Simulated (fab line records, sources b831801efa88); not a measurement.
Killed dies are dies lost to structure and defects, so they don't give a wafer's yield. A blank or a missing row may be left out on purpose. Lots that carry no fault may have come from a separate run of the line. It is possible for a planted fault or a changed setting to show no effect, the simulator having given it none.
Which tool did it? / flow gf180mcu / 7 lots, 21 wafers sampled, at 4 steps of a route of 602

WHAT THE GAUGES SHOWED, per wafer
GF_M1_CD_MEAS_14: the cd target is 230 nm.
lot=L875; measured=day 17 04:40; on=cd sem-02; cd nm (nm)=232.3 231.0 232.1
lot=L877; measured=day 18 22:25; on=cd sem-01; cd nm (nm)=231.1 229.4 231.2
lot=L880; measured=day 19 08:31; on=cd sem-02; cd nm (nm)=229.1 227.6 228.5
lot=L885; measured=day 21 11:50; on=cd sem-01; cd nm (nm)=228.8 229.4 228.6
lot=L892; measured=day 23 16:36; on=cd sem-01; cd nm (nm)=228.8 228.5 228.6
lot=L894; measured=day 24 10:19; on=cd sem-02; cd nm (nm)=231.6 230.8 232.0
lot=L896; measured=day 24 21:35; on=cd sem-02; cd nm (nm)=230.3 228.8 230.9

TOOL THAT RAN EACH LOT (tool first, then ch and the chambers of the sampled wafers, then the start)
lot=L875; GF_VT_IMPLANT_SOFTBAKE_03=litho track-03 ch 0, day 5 06:04; GF_CONTACT_CVD_24=cvd w-01 ch 0,1, day 16 06:28; GF_M1_SPUTTER_00=pvd sputter-03, day 16 07:02
lot=L877; GF_VT_IMPLANT_SOFTBAKE_03=litho track-02 ch 0, day 6 08:04; GF_CONTACT_CVD_24=cvd w-01 ch 0, day 17 22:37; GF_M1_SPUTTER_00=pvd sputter-01, day 17 23:11
lot=L880; GF_VT_IMPLANT_SOFTBAKE_03=litho track-03 ch 0, day 6 16:32; GF_CONTACT_CVD_24=cvd w-01 ch 0,1, day 18 07:48; GF_M1_SPUTTER_00=pvd sputter-03, day 18 08:23
lot=L885; GF_VT_IMPLANT_SOFTBAKE_03=litho track-04 ch 0, day 8 06:43; GF_CONTACT_CVD_24=cvd w-01 ch 0,1, day 20 12:00; GF_M1_SPUTTER_00=pvd sputter-04, day 20 12:35
lot=L892; GF_VT_IMPLANT_SOFTBAKE_03=litho track-03 ch 0, day 9 23:17; GF_CONTACT_CVD_24=cvd w-01 ch 0,1, day 22 16:41; GF_M1_SPUTTER_00=pvd sputter-03, day 22 17:32
lot=L894; GF_VT_IMPLANT_SOFTBAKE_03=litho track-04 ch 0, day 10 14:20; GF_CONTACT_CVD_24=cvd w-01 ch 0,1, day 23 11:53; GF_M1_SPUTTER_00=pvd sputter-03, day 23 12:28
lot=L896; GF_VT_IMPLANT_SOFTBAKE_03=litho track-03 ch 0, day 11 02:02; GF_CONTACT_CVD_24=cvd w-02 ch 0,1, day 23 23:46; GF_M1_SPUTTER_00=pvd sputter-01, day 24 00:21
- GF_VT_IMPLANT_SOFTBAKE_03: time 60 s.
- GF_CONTACT_CVD_24: deposits W, target thk 300 nm, time 90.339 s.
- GF_M1_SPUTTER_00: material Ti, target thk 37.5 nm, time 150 s.

THE ANSWER, worked out from the rows above alone
Rule: what is usual is taken from the lots themselves. The widest of any qualifying gaps counts: lots, ordered by their means at a reading, are off when they make up no more than a third of the lots, leave a main group of 4 or more, and stand apart from it by 3 or more times the standard deviation of that group's means. If all means in a main group match to the digits the tables above print for the reading, that group is not used. Also off: a lot with no number at a reading for which 4 or more lots have one. The other lots that the step has rows for count as sound.
None of the lots is off at any reading shown; this tells nothing.

WHAT WAS PUT IN BY THE SIMULATOR
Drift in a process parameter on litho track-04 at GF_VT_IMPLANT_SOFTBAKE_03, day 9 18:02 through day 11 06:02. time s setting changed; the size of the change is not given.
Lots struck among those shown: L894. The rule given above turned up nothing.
